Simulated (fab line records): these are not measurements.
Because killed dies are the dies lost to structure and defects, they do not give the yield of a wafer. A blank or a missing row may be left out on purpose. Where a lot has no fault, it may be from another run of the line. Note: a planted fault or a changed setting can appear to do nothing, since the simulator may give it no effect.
One fault seen from 2 desks + flow gf180mcu + what lay behind the numbers comes last; until then each desk has only its own

## AT THE METROLOGY DESK
Lot by lot, what the gauges showed, no matter which tool ran the lot: averages of those sampled wafers that carry a number. Any lot whose mean is over 4 standard deviations away from the usual mean is out of limits and marked OUT; that distance is given in the brackets.
Columns: A = M1_ALCU_RS at GF_M1_RS_MEAS_05, usual 0.0696 ohm/sq
| lot  | first seen here | A      |
|------|-----------------|--------|
| L691 | day 16 11:15    | 0.0698 |
| L692 | day 16 18:18    | 0.0704 |
| L694 | day 17 17:33    | 0.0702 |
| L695 | day 18 00:45    | 0.0684 |
| L696 | day 18 10:51    | 0.0700 |
| L697 | day 18 18:51    | 0.0701 |
| L705 | day 22 00:49    | 0.0695 |
| L706 | day 22 01:16    | 0.0692 |
| L707 | day 22 12:21    | 0.0697 |
| L708 | day 22 20:56    | 0.0695 |
| L710 | day 23 07:48    | 0.0683 |
| L711 | day 23 18:07    | 0.0697 |
| L712 | day 24 00:51    | 0.0700 |
| L713 | day 24 06:07    | 0.0696 |
Result from this desk: across the 14 lots, nothing is out of limits.

## AT THE TOOL OWNER'S DESK: rie_diel-03
The tool's own readings at GF_CONTACT_ETCH_17 (etches SiO2 in C4F8/O2/Ar, stops on CoSi2, target depth 860 nm): means of the sampled wafers that have a number, for each lot that ran on this tool. Any lot whose mean is over 4 standard deviations away from the usual mean is out of limits and marked OUT; that distance is given in the brackets.
Columns: A = oes_product_au at GF_CONTACT_ETCH_17, usual 0.814 a.u.
| lot  | first seen here | A     |
|------|-----------------|-------|
| L692 | day 16 16:00    | 0.813 |
| L694 | day 17 16:00    | 0.813 |
| L695 | day 17 23:00    | 0.802 |
| L696 | day 18 09:00    | 0.808 |
| L708 | day 22 19:00    | 0.813 |
| L710 | day 23 06:00    | 0.811 |
| L711 | day 23 16:00    | 0.815 |
| L712 | day 23 23:00    | 0.815 |
| L713 | day 24 04:00    | 0.817 |
Result from this desk: across the 9 lots, nothing is out of limits.

## PUT TOGETHER
The metrology desk saw nothing out of limits.
The tool owner's desk saw nothing out of limits.

## WHAT THE SIMULATOR HAD PUT IN
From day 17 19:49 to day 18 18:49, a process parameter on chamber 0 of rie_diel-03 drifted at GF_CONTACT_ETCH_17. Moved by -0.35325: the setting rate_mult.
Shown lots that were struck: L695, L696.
